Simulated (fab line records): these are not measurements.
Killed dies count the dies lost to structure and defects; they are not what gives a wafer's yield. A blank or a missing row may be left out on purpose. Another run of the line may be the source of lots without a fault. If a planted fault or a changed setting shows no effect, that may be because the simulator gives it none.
Matching of chambers || flow sky130 || SKY_METAL3_ETCH_17 on rie diel-03: 4 sister chambers
The step etches SiO2 in C4F8/O2/Ar, stops on TiN, time 3.9 s, target depth 15 nm. 4 wafers are shown with their chamber, then 7 later ones without.

== WAFERS PAIRED WITH THEIR CHAMBERS ==
{"wafer": "L212.3", "chamber": 0, "oes product au (a.u.)": 0.755}
{"wafer": "L222.2", "chamber": 3, "oes product au (a.u.)": 0.750}
{"wafer": "L226.2", "chamber": 1, "oes product au (a.u.)": 0.761}
{"wafer": "L226.3", "chamber": 2, "oes product au (a.u.)": 0.763}

== WAFERS WITHOUT THEIR CHAMBER ==
{"wafer": "L226.6", "oes product au (a.u.)": 0.764}
{"wafer": "L230.1", "oes product au (a.u.)": 0.757}
{"wafer": "L230.3", "oes product au (a.u.)": 0.764}
{"wafer": "L230.6", "oes product au (a.u.)": 0.763}
{"wafer": "L234.4", "oes product au (a.u.)": 0.764}
{"wafer": "L234.5", "oes product au (a.u.)": 0.766}
{"wafer": "L234.6", "oes product au (a.u.)": 0.756}

== EACH ONE'S CHAMBER ==
{"wafer": "L226.6", "from the rows above": "can't be placed: 2 or 1", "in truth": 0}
{"wafer": "L230.1", "from the rows above": "can't be placed: 0 or 1", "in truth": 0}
{"wafer": "L230.3", "from the rows above": "can't be placed: 2 or 1", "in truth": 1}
{"wafer": "L230.6", "from the rows above": "can't be placed: 2 or 1", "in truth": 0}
{"wafer": "L234.4", "from the rows above": "can't be placed: 2 or 1", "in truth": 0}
{"wafer": "L234.5", "from the rows above": "can't be placed: 2 or 1", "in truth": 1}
{"wafer": "L234.6", "from the rows above": 0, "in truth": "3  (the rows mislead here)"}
Correctly placed: 0 of 7. Unplaceable from these rows: 6, with the true chamber sitting among the candidates in 3. Placed wrongly: 1.
How it was worked out, from the rows above alone: a wafer's distance from a chamber is the root of the sum, over the readings, of the square of ((its reading less the chamber's mean) divided by the reading's scatter). The wafer belongs to the nearest chamber; if the next one is less than 2 further off, it can't be placed. A chamber's mean is the mean of its shown wafers. The scatter (one wafer shown for each chamber): square how far every hidden wafer sits from the nearest shown wafer, average those squares and take the square root.
